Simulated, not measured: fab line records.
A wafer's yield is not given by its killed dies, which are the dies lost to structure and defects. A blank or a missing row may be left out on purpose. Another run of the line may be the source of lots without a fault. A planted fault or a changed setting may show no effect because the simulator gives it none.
Check for tools in common -- flow gf180mcu -- Sampled: 14 lots, 42 wafers

WHY IT WAS OPENED
GF_HV_LDD_TW_MEAS_23, reading HV_LDD_2_TW: flagged on 3 of 14 lots. No-fault wafers: 1061, standard deviation 16.
Rule: a lot gets a flag if all its wafers with a number sit over 4 standard deviations from that mean, or if no wafer of it has a number. All remaining lots are regarded as sound.

lot,measured,on,"HV_LDD_2_TW, wafer by wafer",flag
L581,day 10 15:33,filmMetro-03,1073 1079 1079,
L582,day 10 23:42,filmMetro-02,1051 1056 1048,
L584,day 11 15:47,filmMetro-04,1047 1050 1053,
L585,day 12 02:17,filmMetro-04,1045 1044 1037,
L587,day 12 17:18,filmMetro-02,1048 1051 1053,
L588,day 13 02:42,filmMetro-04,1039 1039 1042,
L589,day 13 04:01,filmMetro-03,1077 1086 1079,
L592,day 14 05:32,filmMetro-02,1050 1055 1052,
L595,day 15 08:03,filmMetro-03,1084 1082 1082,
L596,day 15 12:50,filmMetro-03,1081 1081 1078,
L599,day 16 12:17,filmMetro-02,920 925 919,FLAGGED
L600,day 16 20:19,filmMetro-02,918 920 924,FLAGGED
L601,day 17 05:57,filmMetro-02,931 926 927,FLAGGED
L602,day 17 16:59,filmMetro-02,1049 1055 1054,
On average the flagged lots' numbers are 923, which is -138 against the usual, or -9 standard deviations.

EACH LOT AND THE TOOL IT RAN ON
The record holds 1 process step before the reading, out of a route of 602 steps. In each cell: the tool, then ch and the chambers that the sampled wafers went through, then the start.
lot,flag,GF_HV_LDD_IMPLANT_21
L581,,"implanter-01 ch 0, day 10 15:18"
L582,,"implanter-02 ch 0, day 10 23:27"
L584,,"implanter-01 ch 0, day 11 15:32"
L585,,"implanter-01 ch 0, day 12 02:02"
L587,,"implanter-01 ch 0, day 12 17:03"
L588,,"implanter-01 ch 0, day 13 02:29"
L589,,"implanter-01 ch 0, day 13 03:47"
L592,,"implanter-04 ch 0, day 14 05:17"
L595,,"implanter-01 ch 0, day 15 07:48"
L596,,"implanter-02 ch 0, day 15 12:35"
L599,FLAGGED,"implanter-02 ch 0, day 16 12:02"
L600,FLAGGED,"implanter-02 ch 0, day 16 20:06"
L601,FLAGGED,"implanter-02 ch 0, day 17 05:44"
L602,,"implanter-04 ch 0, day 17 16:44"
What the steps here do:
- GF_HV_LDD_IMPLANT_21
- GF_HV_LDD_TW_MEAS_23

FLAGGED AGAINST TOTAL, ONE TOOL AT A TIME (gauges that did the reading follow at the end)
step,tool,lots run,flagged,share of the flagged lots,sound lots run after its first flagged lot
GF_HV_LDD_IMPLANT_21,implanter-01,7,0,none,-
GF_HV_LDD_IMPLANT_21,implanter-02,5,3,all,0
GF_HV_LDD_IMPLANT_21,implanter-04,2,0,none,-
GF_HV_LDD_TW_MEAS_23,filmMetro-02,7,3,all,1 (L602)
GF_HV_LDD_TW_MEAS_23,filmMetro-03,4,0,none,-
GF_HV_LDD_TW_MEAS_23,filmMetro-04,3,0,none,-

WHAT THE TABLE PERMITS
In 2 table rows, all flagged lots were run: implanter-02 (GF_HV_LDD_IMPLANT_21), filmMetro-02 (GF_HV_LDD_TW_MEAS_23).
- implanter-02 at GF_HV_LDD_IMPLANT_21 ran 5 lots, 3 of them flagged. A fault beginning between L596 (day 15 12:35), its last sound lot, and L599 (day 16 12:02), its first flagged one, fits the data. Its own readings lie more than 4 standard deviations out on every wafer of the flagged lots: doseIonsCm2, faradayCurrentUA.
- filmMetro-02 at GF_HV_LDD_TW_MEAS_23 ran 7 lots, 3 of them flagged. Sound lots ran on it after the first flagged one (L602), which a lasting fault on the whole tool wouldn't allow.
Just one tool remains: implanter-02 at GF_HV_LDD_IMPLANT_21.

WHAT THE SIMULATOR HAD PUT IN
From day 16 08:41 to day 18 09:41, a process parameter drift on implanter-02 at GF_HV_LDD_IMPLANT_21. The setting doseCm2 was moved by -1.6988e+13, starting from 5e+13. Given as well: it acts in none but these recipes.
Struck lots among those shown: L599, L600, L601. The rule above reached the same finding.
